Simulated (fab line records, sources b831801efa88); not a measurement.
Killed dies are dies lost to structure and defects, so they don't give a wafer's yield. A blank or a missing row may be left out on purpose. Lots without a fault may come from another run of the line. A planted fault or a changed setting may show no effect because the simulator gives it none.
Which tool did it? | flow sky130 | 13 lots, 39 wafers sampled, at 5 steps of a route of 708

WHAT THE GAUGES READ, wafer by wafer
SKY_FIELD_ISO_BOW_MEAS_00.
lot  | measured    | on            | INCOMING_BOW (um)
L307 | day 1 10:01 | film_metro-03 | 7 -1 0
L308 | day 1 15:00 | film_metro-02 | -7 -6 -3
L311 | day 2 06:00 | film_metro-02 | -15 4 5
L313 | day 2 16:01 | film_metro-01 | -6 4 -3
L314 | day 2 21:03 | film_metro-03 | -3 -1 -2
L316 | day 3 07:00 | film_metro-01 | 1 0 3
L317 | day 3 12:00 | film_metro-03 | -1 6 0
L318 | day 3 17:00 | film_metro-01 | 4 -3 5
L319 | day 3 22:02 | film_metro-01 | 1 -15 3
L321 | day 4 08:00 | film_metro-03 | 5 4 5
L322 | day 4 13:00 | film_metro-01 | 4 -6 4
L329 | day 6 00:00 | film_metro-02 | -4 -13 -9
L330 | day 6 05:00 | film_metro-03 | 8 6 -12

SKY_FIELD_ISO_THK_MEAS_02.
lot  | measured    | on            | FIELD_ISO_OXIDATION_00_THK (nm)
L307 | day 1 15:57 | film_metro-01 | 12.13 11.93 11.92
L308 | day 1 20:26 | film_metro-03 | 11.52 11.53 11.71
L311 | day 2 08:37 | film_metro-03 | 12.02 12.00 11.97
L313 | day 2 17:38 | film_metro-01 | 12.05 12.20 12.04
L314 | day 2 23:14 | film_metro-02 | 11.82 11.80 11.65
L316 | day 3 09:39 | film_metro-02 | 12.13 11.97 12.04
L317 | day 3 15:56 | film_metro-01 | 12.14 12.42 12.39
L318 | day 3 19:32 | film_metro-01 | 11.98 12.00 11.94
L319 | day 3 23:39 | film_metro-02 | 12.05 12.13 12.17
L321 | day 4 09:38 | film_metro-03 | 12.16 12.00 12.43
L322 | day 4 15:17 | film_metro-01 | 11.22 11.34 11.40
L329 | day 6 01:38 | film_metro-03 | 12.03 12.23 12.24
L330 | day 6 06:38 | film_metro-02 | 11.93 11.85 11.88

SKY_FIELD_ISO_THK_MEAS_04.
lot  | measured    | on            | FIELD_ISO_CVD_03_THK (nm)
L307 | day 1 17:48 | film_metro-02 | 158.5 159.2 157.9
L308 | day 1 22:17 | film_metro-03 | 161.0 160.9 161.1
L311 | day 2 11:20 | film_metro-03 | 159.7 159.4 161.6
L313 | day 2 19:44 | film_metro-02 | 156.7 157.3 157.9
L314 | day 3 01:05 | film_metro-03 | 160.8 161.4 160.7
L316 | day 3 14:05 | film_metro-02 | 159.8 160.0 159.5
L317 | day 3 20:23 | film_metro-01 | 161.9 162.2 161.3
L318 | day 4 02:55 | film_metro-02 | 162.1 162.1 161.8
L319 | day 4 02:56 | film_metro-01 | 159.2 161.5 160.2
L321 | day 4 11:29 | film_metro-02 | 156.7 159.4 158.2
L322 | day 4 17:08 | film_metro-02 | 157.2 156.7 156.5
L329 | day 6 03:29 | film_metro-01 | 161.0 162.0 160.6
L330 | day 6 09:34 | film_metro-02 | 160.9 158.6 160.0

SKY_NWELL_RS_MEAS_31: measures by four-point-probe.
lot  | measured     | on            | PWDE_RS (ohm/sq)
L307 | day 5 10:01  | film_metro-02 | 5248 5272 5266
L308 | day 5 16:26  | film_metro-03 | 5296 5288 5277
L311 | day 6 07:57  | film_metro-02 | 5267 5290 5271
L313 | day 6 21:17  | film_metro-02 | 5299 5277 5285
L314 | day 7 00:29  | film_metro-03 | 5270 5264 5256
L316 | day 7 17:51  | film_metro-02 | 5279 5270 5272
L317 | day 7 23:42  | film_metro-03 | 5252 5270 5277
L318 | day 8 09:13  | film_metro-04 | 5275 5264 5270
L319 | day 8 10:05  | film_metro-03 | 5286 5295 5289
L321 | day 8 20:06  | film_metro-04 | 5265 5270 5283
L322 | day 9 01:55  | film_metro-02 | 5298 5274 5287
L329 | day 10 19:29 | film_metro-03 | 5431 5418 5437
L330 | day 11 05:22 | film_metro-02 | 5418 5422 5427

WHICH TOOL RAN EACH LOT (tool, then ch and the chambers of the sampled wafers, then the start)
lot  | SKY_PWDE_IMPLANT_08
L307 | implanter-04 ch 0, day 3 22:59
L308 | implanter-01 ch 0, day 4 04:06
L311 | implanter-02 ch 0, day 4 19:25
L313 | implanter-04 ch 0, day 5 06:44
L314 | implanter-02 ch 0, day 5 09:44
L316 | implanter-04 ch 0, day 6 01:37
L317 | implanter-04 ch 0, day 6 07:50
L318 | implanter-02 ch 0, day 6 16:02
L319 | implanter-01 ch 0, day 6 16:26
L321 | implanter-01 ch 0, day 7 02:09
L322 | implanter-04 ch 0, day 7 08:23
L329 | implanter-01 ch 0, day 8 22:32
L330 | implanter-01 ch 0, day 9 07:17
- SKY_PWDE_IMPLANT_08

WHAT THE TOOLS THEMSELVES READ (means of the sampled wafers that have a number; where no wafer has one, the mark that the record gives instead)
SKY_PWDE_IMPLANT_08.
lot  | tool         | dose_ions_cm2
L307 | implanter-04 | 3.6e+12
L308 | implanter-01 | 3.6e+12
L311 | implanter-02 | 3.6e+12
L313 | implanter-04 | 3.6e+12
L314 | implanter-02 | 3.6e+12
L316 | implanter-04 | 3.6e+12
L317 | implanter-04 | 3.6e+12
L318 | implanter-02 | 3.6e+12
L319 | implanter-01 | 3.6e+12
L321 | implanter-01 | 3.6e+12
L322 | implanter-04 | 3.6e+12
L329 | implanter-01 | 3.5e+12
L330 | implanter-01 | 3.5e+12

THE ANSWER, worked out from the rows above alone
Rule: what is usual is taken from the lots themselves. Put in order of their means at a reading, lots are off if they are a third of the lots or fewer, leave a main group of 4 or more, and stand apart from it by a gap of 3 or more times the standard deviation of the main group's means; of several such gaps the widest counts. A main group whose means are all the same, to the digits that the tables above print for the reading, isn't used. A lot without any number at a reading at which 4 lots or more have one is off too. The other lots that the step has rows for count as sound. The gauges are gone through in route order, then the tools' own readings, and for those a lot's mean is taken as printed above. The first step at which some lot is off is used, and at that step the reading that is off furthest; a lot without a number counts as furthest.
Off: L329, L330, at SKY_NWELL_RS_MEAS_31 (PWDE_RS). The main group: mean 5276 ohm/sq, standard deviation 9.8.
A tool fits if, at a process step before that reading, it ran every lot that is off, and no sound lot after the first of them. The gauges at SKY_NWELL_RS_MEAS_31 are tried like those tools. One fits: implanter-01 at SKY_PWDE_IMPLANT_08. Its last sound lot is L321 (day 7 02:09), its first lot that is off L329 (day 8 22:32): a fault that began between those two fits.
The tool's own readings at SKY_PWDE_IMPLANT_08 bear it out: on the lots that are off they differ by more than 5 times the standard deviation of the sound lots' means. dose_ions_cm2 reads 3.5e+12 there against 3.6e+12 on the sound lots.

WHAT THE SIMULATOR HAD PUT IN
Process parameter drift: implanter-01, from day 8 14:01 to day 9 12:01, at SKY_PWDE_IMPLANT_08. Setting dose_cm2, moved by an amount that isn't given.
Lots struck among those shown: L329, L330. The rule above found the same.
